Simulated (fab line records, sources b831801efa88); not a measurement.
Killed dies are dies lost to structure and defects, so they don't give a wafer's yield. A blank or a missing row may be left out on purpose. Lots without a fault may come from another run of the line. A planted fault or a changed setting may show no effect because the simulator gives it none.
Problem report in the 8D (eight disciplines) form, filled by code | flow sky130 | the parts of the form that need people (team, actions taken, sign-off) are left out

1. THE PROBLEM
LOCAL_INTERCONNECT_TIN_RS at SKY_LOCAL_INTERCONNECT_RS_MEAS_01 reads a mean of 14.79 ohm/sq on 6 wafers of 2 lots; wafers without a fault read 14.14 ohm/sq with a standard deviation of 0.14. That is +4.6 standard deviations from the usual mean.
The step: measures by four-point-probe.
First seen on wafer L523.2, day 34 09:05, on film_metro-03. The record holds 30 wafers of 10 lots with a number at this step. Rule for "out", or "out of limits": more than 4 standard deviations from the usual mean. The other wafers with a number count as sound.

2. WHAT IT IS AND WHAT IT IS NOT
question                    | is                        | is not
which readings at this step | LOCAL_INTERCONNECT_TIN_RS | -
which lots                  | L523, L524                | L508, L511, L513, L515, L525, L526, L528, L531
which wafers of those lots  | all that have a number    | -
read on which gauges        | film_metro-03             | film_metro-01, film_metro-02
when                        | from day 34 09:05         | up to then (12 sound wafers); but 12 sound wafers of L525, L526, L528, L531 came after

3. SUSPECTS, AND WHAT RULES EACH OUT
Counting: a tool at a process step up to the reading stays a suspect if it ran every lot that is out and no sound lot after the first of them.
- the gauge at SKY_LOCAL_INTERCONNECT_RS_MEAS_01: kept. All the wafers that are out were read on film_metro-03, and no step on other tools shows them out.
- pvd_sputter-02 at SKY_LOCAL_INTERCONNECT_SPUTTER_00 (material TiN, target thk 100 nm, time 83.3 s): kept. It ran every lot that is out, first L523 (day 34 08:59), and no sound lot after that; its last sound lot up to then is L511 (day 30 10:47).
Left after counting: pvd_sputter-02 at SKY_LOCAL_INTERCONNECT_SPUTTER_00, film_metro-03 at SKY_LOCAL_INTERCONNECT_RS_MEAS_01.

4. THE CAUSE (what the simulator had put in)
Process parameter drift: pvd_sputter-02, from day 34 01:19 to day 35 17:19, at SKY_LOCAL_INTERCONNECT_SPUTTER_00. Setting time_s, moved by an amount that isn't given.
Counting left 2 suspects, and this tool is among them.

5. THE CHAIN OF EFFECTS, in route order
Each row: a reading whose mean over the struck wafers that have a number lies more than 3 standard deviations from the usual. Only readings for which the record gives a usual standard deviation are gone through. hours: the time from each lot's start at the first step in this table that gives one to its start at this step, as a median over the lots. sigmas: the change in usual standard deviations.
hours | step                                 | reading                    | usual        | on struck wafers | change | sigmas
0     | SKY_LOCAL_INTERCONNECT_RS_MEAS_01    | LOCAL_INTERCONNECT_TIN_RS  | 14.14 ohm/sq | 14.79            | +0.65  | +4.6
0     | SKY_LOCAL_INTERCONNECT_THK_MEAS_02   | LOCAL_INTERCONNECT_TIN_THK | 99.8 nm      | 95.7             | -4.1   | -4.2
27    | SKY_LOCAL_INTERCONNECT_METAL_ETCH_14 | oes_product_au             | 0.942 a.u.   | 0.919            | -0.023 | -3.4
The process steps in it:
- SKY_LOCAL_INTERCONNECT_METAL_ETCH_14: etches TiN in Cl2/BCl3, stops on PSG, target depth 110 nm, time 31.4 s.

6. WHAT WOULD HAVE CAUGHT IT SOONER
In this record the first reading out of limits at a measuring or inspecting step was taken at day 34 09:05, 8 hours after the fault began at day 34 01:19.
Of the tool readings at SKY_LOCAL_INTERCONNECT_SPUTTER_00 for which the record gives a usual standard deviation, none was out on any struck wafer, so an alarm limit of 4 standard deviations on them would not have fired.
Of the lots that are out (2), L524 began SKY_LOCAL_INTERCONNECT_SPUTTER_00 on pvd_sputter-02 after day 34 09:05. A hold on the tool at that time would have spared it.
